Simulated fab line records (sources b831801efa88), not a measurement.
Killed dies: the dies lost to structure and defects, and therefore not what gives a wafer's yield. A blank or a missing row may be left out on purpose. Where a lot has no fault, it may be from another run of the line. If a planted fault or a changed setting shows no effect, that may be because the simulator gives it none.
What tool caused it? || flow gf180mcu || 12 lots with 36 wafers sampled at 4 steps, on a route of 602 steps

== WHAT EACH GAUGE READ, for each wafer ==
GF_V4_THK_MEAS_03.
{"lot": "L620", "measured": "day 23 11:26", "on": "film-metro-02", "V4_CVD_02_THK (nm)": "849 864 873"}
{"lot": "L622", "measured": "day 24 05:41", "on": "film-metro-02", "V4_CVD_02_THK (nm)": "833 844 865"}
{"lot": "L623", "measured": "day 24 10:19", "on": "film-metro-02", "V4_CVD_02_THK (nm)": "843 837 833"}
{"lot": "L630", "measured": "day 27 12:44", "on": "film-metro-03", "V4_CVD_02_THK (nm)": "855 864 859"}
{"lot": "L631", "measured": "day 27 19:15", "on": "film-metro-04", "V4_CVD_02_THK (nm)": "848 858 852"}
{"lot": "L632", "measured": "day 28 08:22", "on": "film-metro-03", "V4_CVD_02_THK (nm)": "836 837 845"}
{"lot": "L636", "measured": "day 29 03:04", "on": "film-metro-03", "V4_CVD_02_THK (nm)": "845 863 858"}
{"lot": "L637", "measured": "day 29 06:07", "on": "film-metro-03", "V4_CVD_02_THK (nm)": "842 858 850"}
{"lot": "L638", "measured": "day 29 08:07", "on": "film-metro-03", "V4_CVD_02_THK (nm)": "847 843 834"}
{"lot": "L639", "measured": "day 29 16:57", "on": "film-metro-04", "V4_CVD_02_THK (nm)": "847 839 861"}
{"lot": "L642", "measured": "day 30 13:50", "on": "film-metro-03", "V4_CVD_02_THK (nm)": "838 842 854"}
{"lot": "L643", "measured": "day 30 15:02", "on": "film-metro-04", "V4_CVD_02_THK (nm)": "831 861 868"}

GF_V4_CD_MEAS_14: the cd target is 260 nm.
{"lot": "L620", "measured": "day 24 09:40", "on": "cd-sem-01", "cd-nm (nm)": "259.8 259.8 260.6"}
{"lot": "L622", "measured": "day 25 03:35", "on": "cd-sem-02", "cd-nm (nm)": "261.0 259.5 260.6"}
{"lot": "L623", "measured": "day 25 08:03", "on": "cd-sem-01", "cd-nm (nm)": "262.0 261.0 261.3"}
{"lot": "L630", "measured": "day 28 09:05", "on": "cd-sem-02", "cd-nm (nm)": "259.9 259.3 258.8"}
{"lot": "L631", "measured": "day 28 15:16", "on": "cd-sem-01", "cd-nm (nm)": "265.7 264.4 264.8"}
{"lot": "L632", "measured": "day 29 03:42", "on": "cd-sem-01", "cd-nm (nm)": "264.6 265.9 265.0"}
{"lot": "L636", "measured": "day 29 22:08", "on": "cd-sem-02", "cd-nm (nm)": "260.1 260.5 260.9"}
{"lot": "L637", "measured": "day 30 01:44", "on": "cd-sem-01", "cd-nm (nm)": "259.8 259.3 260.2"}
{"lot": "L638", "measured": "day 30 02:57", "on": "cd-sem-01", "cd-nm (nm)": "261.0 260.4 260.7"}
{"lot": "L639", "measured": "day 30 12:01", "on": "cd-sem-01", "cd-nm (nm)": "260.2 260.4 259.3"}
{"lot": "L642", "measured": "day 31 08:25", "on": "cd-sem-01", "cd-nm (nm)": "261.2 262.2 261.4"}
{"lot": "L643", "measured": "day 31 09:26", "on": "cd-sem-02", "cd-nm (nm)": "259.8 259.5 260.2"}

== EACH LOT AND THE TOOL THAT RAN IT (in order: tool; ch and the chambers of the sampled wafers; start) ==
{"lot": "L620", "GF_M4_SPUTTER_01": "pvd-sputter-02, day 22 11:12", "GF_V4_EXPOSE_11": "krf-scanner-02 ch 0, day 23 22:31"}
{"lot": "L622", "GF_M4_SPUTTER_01": "pvd-sputter-04, day 23 06:04", "GF_V4_EXPOSE_11": "krf-scanner-02 ch 0, day 24 17:47"}
{"lot": "L623", "GF_M4_SPUTTER_01": "pvd-sputter-02, day 23 11:36", "GF_V4_EXPOSE_11": "krf-scanner-01 ch 0, day 24 21:23"}
{"lot": "L630", "GF_M4_SPUTTER_01": "pvd-sputter-02, day 26 16:22", "GF_V4_EXPOSE_11": "krf-scanner-02 ch 0, day 27 23:20"}
{"lot": "L631", "GF_M4_SPUTTER_01": "pvd-sputter-02, day 26 22:53", "GF_V4_EXPOSE_11": "krf-scanner-02 ch 0, day 28 06:23"}
{"lot": "L632", "GF_M4_SPUTTER_01": "pvd-sputter-04, day 27 11:43", "GF_V4_EXPOSE_11": "krf-scanner-02 ch 0, day 28 18:04"}
{"lot": "L636", "GF_M4_SPUTTER_01": "pvd-sputter-02, day 28 06:55", "GF_V4_EXPOSE_11": "krf-scanner-01 ch 0, day 29 12:43"}
{"lot": "L637", "GF_M4_SPUTTER_01": "pvd-sputter-03, day 28 09:13", "GF_V4_EXPOSE_11": "krf-scanner-01 ch 0, day 29 16:22"}
{"lot": "L638", "GF_M4_SPUTTER_01": "pvd-sputter-02, day 28 11:20", "GF_V4_EXPOSE_11": "krf-scanner-01 ch 0, day 29 17:53"}
{"lot": "L639", "GF_M4_SPUTTER_01": "pvd-sputter-04, day 28 20:46", "GF_V4_EXPOSE_11": "krf-scanner-01 ch 0, day 30 03:04"}
{"lot": "L642", "GF_M4_SPUTTER_01": "pvd-sputter-03, day 29 18:07", "GF_V4_EXPOSE_11": "krf-scanner-01 ch 0, day 30 23:23"}
{"lot": "L643", "GF_M4_SPUTTER_01": "pvd-sputter-02, day 29 20:08", "GF_V4_EXPOSE_11": "krf-scanner-01 ch 0, day 31 00:22"}
- GF_M4_SPUTTER_01: material TiN, target thk 30 nm, time 25 s.
- GF_V4_EXPOSE_11: exposes mask Via4, target cd 260 nm.

== WHAT THE TOOLS THEMSELVES READ (means of the sampled wafers that have a number; where no wafer has one, the mark that the record gives instead) ==
GF_M4_SPUTTER_01.
{"lot": "L620", "tool": "pvd-sputter-02", "throttle-valve-pct (%)": 29.5}
{"lot": "L622", "tool": "pvd-sputter-04", "throttle-valve-pct (%)": 29.4}
{"lot": "L623", "tool": "pvd-sputter-02", "throttle-valve-pct (%)": 29.3}
{"lot": "L630", "tool": "pvd-sputter-02", "throttle-valve-pct (%)": 29.7}
{"lot": "L631", "tool": "pvd-sputter-02", "throttle-valve-pct (%)": 29.9}
{"lot": "L632", "tool": "pvd-sputter-04", "throttle-valve-pct (%)": 29.5}
{"lot": "L636", "tool": "pvd-sputter-02", "throttle-valve-pct (%)": 29.5}
{"lot": "L637", "tool": "pvd-sputter-03", "throttle-valve-pct (%)": 29.8}
{"lot": "L638", "tool": "pvd-sputter-02", "throttle-valve-pct (%)": 29.5}
{"lot": "L639", "tool": "pvd-sputter-04", "throttle-valve-pct (%)": 29.2}
{"lot": "L642", "tool": "pvd-sputter-03", "throttle-valve-pct (%)": 30.5}
{"lot": "L643", "tool": "pvd-sputter-02", "throttle-valve-pct (%)": 29.7}

GF_V4_EXPOSE_11.
{"lot": "L620", "tool": "krf-scanner-02", "exposure-dose-mJ-cm2": 37.99}
{"lot": "L622", "tool": "krf-scanner-02", "exposure-dose-mJ-cm2": 38.06}
{"lot": "L623", "tool": "krf-scanner-01", "exposure-dose-mJ-cm2": 38.00}
{"lot": "L630", "tool": "krf-scanner-02", "exposure-dose-mJ-cm2": 37.98}
{"lot": "L631", "tool": "krf-scanner-02", "exposure-dose-mJ-cm2": 39.60}
{"lot": "L632", "tool": "krf-scanner-02", "exposure-dose-mJ-cm2": 39.30}
{"lot": "L636", "tool": "krf-scanner-01", "exposure-dose-mJ-cm2": 38.01}
{"lot": "L637", "tool": "krf-scanner-01", "exposure-dose-mJ-cm2": 37.98}
{"lot": "L638", "tool": "krf-scanner-01", "exposure-dose-mJ-cm2": 38.01}
{"lot": "L639", "tool": "krf-scanner-01", "exposure-dose-mJ-cm2": 37.96}
{"lot": "L642", "tool": "krf-scanner-01", "exposure-dose-mJ-cm2": 37.98}
{"lot": "L643", "tool": "krf-scanner-01", "exposure-dose-mJ-cm2": 37.97}

== THE ANSWER, worked out from the rows above alone ==
Rule: the lots themselves supply what counts as usual. The widest of any qualifying gaps counts: lots, ordered by their means at a reading, are off when they make up no more than a third of the lots, leave a main group of 4 or more, and stand apart from it by 3 or more times the standard deviation of that group's means. If all means in a main group match to the digits the tables above print for the reading, that group is not used. A lot without any number at a reading at which 4 lots or more have one is off too. The other lots that the step has rows for count as sound. Order of review: gauges by route order, followed by the tools' own readings, for which a lot's mean as printed above is used. The first step at which some lot is off is used, and at that step the reading that is off furthest; a lot without a number counts as furthest.
Off at GF_V4_CD_MEAS_14 (cd-nm): L631, L632. The main group has a mean of 260.4 nm with a standard deviation of 0.69.
A tool fits if, at a process step before that reading, it ran every lot that is off, and no sound lot after the first of them. Not tried: the gauges at GF_V4_CD_MEAS_14; whatever is off there is also off at GF_V4_EXPOSE_11, on other tools, and gauge error can't account for it. One fits: GF_V4_EXPOSE_11 on krf-scanner-02. Its last sound lot is L630 (day 27 23:20), its first lot that is off L631 (day 28 06:23): a fault that began between those two fits.
On the lots that are off, the tool's own readings at GF_V4_EXPOSE_11 differ by more than 5 times the standard deviation of the sound lots' means, which bears it out; exposure-dose-mJ-cm2 reads 39.45 there versus 37.99 on the sound lots.

== WHAT THE SIMULATOR HAD INSERTED ==
Drift in process parameters on krf-scanner-02 at GF_V4_EXPOSE_11, starting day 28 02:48. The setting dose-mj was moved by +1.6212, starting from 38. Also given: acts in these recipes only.
Shown lots that were struck: L631, L632. The rule given above showed the same thing.
